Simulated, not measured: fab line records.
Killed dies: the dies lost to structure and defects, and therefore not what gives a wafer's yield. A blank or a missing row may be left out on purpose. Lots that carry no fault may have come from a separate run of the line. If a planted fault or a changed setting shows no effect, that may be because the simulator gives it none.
8D (eight disciplines) problem report, filled in by code	flow gf180mcu	the parts of the form that need people (team, actions taken, sign-off) are left out

== 1. THE ISSUE ==
head pressure psi at GF_CONTACT_CMP_27 reads a mean of 2.924 psi on 9 wafers of 3 lots; wafers without a fault read 3.499 psi with a standard deviation of 0.0076. That is -76 standard deviations from the usual mean.
The step: polishes, stops on SiO2, t overpolish 15 s, target thk 0 nm.
First observed at day 21 02:21: wafer L493.1, on cmp-02. The record holds 42 wafers of 14 lots with a number at this step. Rule for "out", or "out of limits": more than 4 standard deviations from the usual mean. Any other wafer with a number is counted as sound.

== 2. WHAT THIS IS AND IS NOT ==
question	is	is not
which readings at this step	head pressure psi	overpolish run s
which lots	L493, L495, L498	L483, L485, L487, L488, L490, L494, L497, L502, L503, L504, L505
which wafers of those lots	all that have a number	-
read on which tools	cmp-02	cmp-01
when	from day 21 02:21	up to then (18 sound wafers); but 15 sound wafers of L497, L502, L503, L504, L505 came after

== 3. SUSPECTS, AND WHAT RULES EACH OUT ==
Counting: any tool at a process step up to the reading is kept as a suspect provided that every lot that is out went through it and no sound lot did after the first of them.
- cmp-02 at GF_CONTACT_CMP_27 (polishes, stops on SiO2, t overpolish 15 s, target thk 0 nm): kept. It ran every lot that is out, first L493 (day 21 02:21), and no sound lot after that; its last sound lot up to then is L494 (day 20 22:59). Its own head pressure psi readings are out on those wafers.
Left after counting: cmp-02 at GF_CONTACT_CMP_27.

== 4. THE CAUSE (what the simulator had put in) ==
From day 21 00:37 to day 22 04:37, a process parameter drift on cmp-02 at GF_CONTACT_CMP_27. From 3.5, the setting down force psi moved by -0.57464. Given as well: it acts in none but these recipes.
This tool alone remained once counting was done.

== 5. SEQUENCE OF EFFECTS, ordered by route ==
Each row: a reading whose mean over the struck wafers that have a number lies more than 3 standard deviations from the usual. Only readings whose record carries a usual standard deviation are examined. hours: median over the lots of the time between each lot's start at the first step of this table that gives one and its start at this step. sigmas: the change, counted in usual standard deviations.
hours	step	reading	usual	on struck wafers	change	sigmas
0	GF_CONTACT_CMP_27	head pressure psi	3.499 psi	2.924	-0.575	-76
0	GF_CONTACT_CMP_27	time to endpoint s	72 s	87	+15	+3.8
The process steps in it:
- GF_CONTACT_CMP_27: polishes, stops on SiO2, t overpolish 15 s, target thk 0 nm.
At these later measuring or inspecting steps, every struck wafer for which the step has a row has a number for every such reading, and none has moved that far: GF_V3_OVL_MEAS_15.

== 6. HOW IT WOULD HAVE BEEN CAUGHT EARLIER ==
In this record the first reading out of limits was taken at day 21 02:21, 2 hours after the fault began at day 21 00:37.
